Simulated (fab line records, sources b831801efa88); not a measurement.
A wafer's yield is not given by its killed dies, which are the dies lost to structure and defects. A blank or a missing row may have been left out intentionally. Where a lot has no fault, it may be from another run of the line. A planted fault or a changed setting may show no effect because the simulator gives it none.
Problem report, 8D (eight disciplines) form, completed by code | flow gf180mcu | the parts of the form that need people (team, actions taken, sign-off) are left out

1. THE ISSUE
V4_W_RS at GF_V4_RS_MEAS_24 reads a mean of 0.231 ohm/sq on 8 wafers of 3 lots; wafers without a fault read 0.331 ohm/sq with a standard deviation of 0.0037. Measured from the usual mean, that is -27 standard deviations.
The step: measures by four-point-probe.
Earliest sighting: wafer L427.2 on filmMetro-03 at day 30 16:27. Wafers with a number at this step in the record: 29, from 10 lots. Rule for "out", or "out of limits": more than 4 standard deviations from the usual mean. Any other wafer with a number is counted as sound.

2. WHAT IT IS, AND WHAT IT ISN'T
question                    | is                         | is not
which readings at this step | V4_W_RS                    | -
which lots                  | L427, L428, L429           | L408, L412, L414, L416, L417, L422, L423
which wafers of those lots  | all that have a number     | -
read on which gauges        | filmMetro-01, filmMetro-03 | filmMetro-02
when                        | from day 30 16:27          | up to then (21 sound wafers)

3. SUSPECTS, AND WHAT RULES EACH OUT
Counting: a tool at any process step up to the reading remains a suspect when it ran all the lots that are out and ran no sound lot after the first of those.
- ruled out: the gauge at GF_V4_RS_MEAS_24. Those wafers that are out were read across 2 gauges (filmMetro-01, filmMetro-03).
- cvdW-01 at GF_V4_CVD_23 (deposits W, target thk 350 nm, time 104.9 s): kept. It ran every lot that is out, first L427 (day 30 16:19), and no sound lot after that; its last sound lot up to then is L423 (day 29 18:08).
The count leaves cvdW-01 at GF_V4_CVD_23.

4. THE CAUSE (what the simulator had put in)
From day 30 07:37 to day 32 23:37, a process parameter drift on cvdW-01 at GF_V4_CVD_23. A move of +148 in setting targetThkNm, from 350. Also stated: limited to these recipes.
This tool alone remained once counting was done.

5. SEQUENCE OF EFFECTS, ordered by route
Each row: a reading where the mean over the struck wafers with a number is more than 3 standard deviations away from the usual. Readings are gone through only where the record gives a usual standard deviation; hours: the median, over the lots, of the time from a lot's start at the first step in this table giving one to that lot's start at this step; sigmas: the change measured in usual standard deviations.
hours | step              | reading         | usual        | on struck wafers | change | sigmas
0     | GF_V4_RS_MEAS_24  | V4_W_RS         | 0.331 ohm/sq | 0.231            | -0.100 | -27
3     | GF_V4_THK_MEAS_25 | V4_W_THK        | 351 nm       | 499              | +148   | +26
4     | GF_V4_CMP_26      | timeToEndpointS | 84 s         | 122              | +38    | +12
Process steps it contains:
- GF_V4_CMP_26: polishes, stops on SiO2, t overpolish 15 s, target thk 0 nm.

6. WHAT WOULD HAVE CAUGHT IT SOONER
Counted from the fault's start at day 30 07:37, it took 9 hours until the first out-of-limits reading at a measuring or inspecting step in this record, taken at day 30 16:27.
Tool readings at GF_V4_CVD_23 with a usual standard deviation given in the record: none out on any struck wafer, hence no alarm at a limit of 4 standard deviations on them.
Lots out: 3; of these, L428, L429 started GF_V4_CVD_23 on cvdW-01 after day 30 16:27. A hold on the tool at that time would have spared those 2.
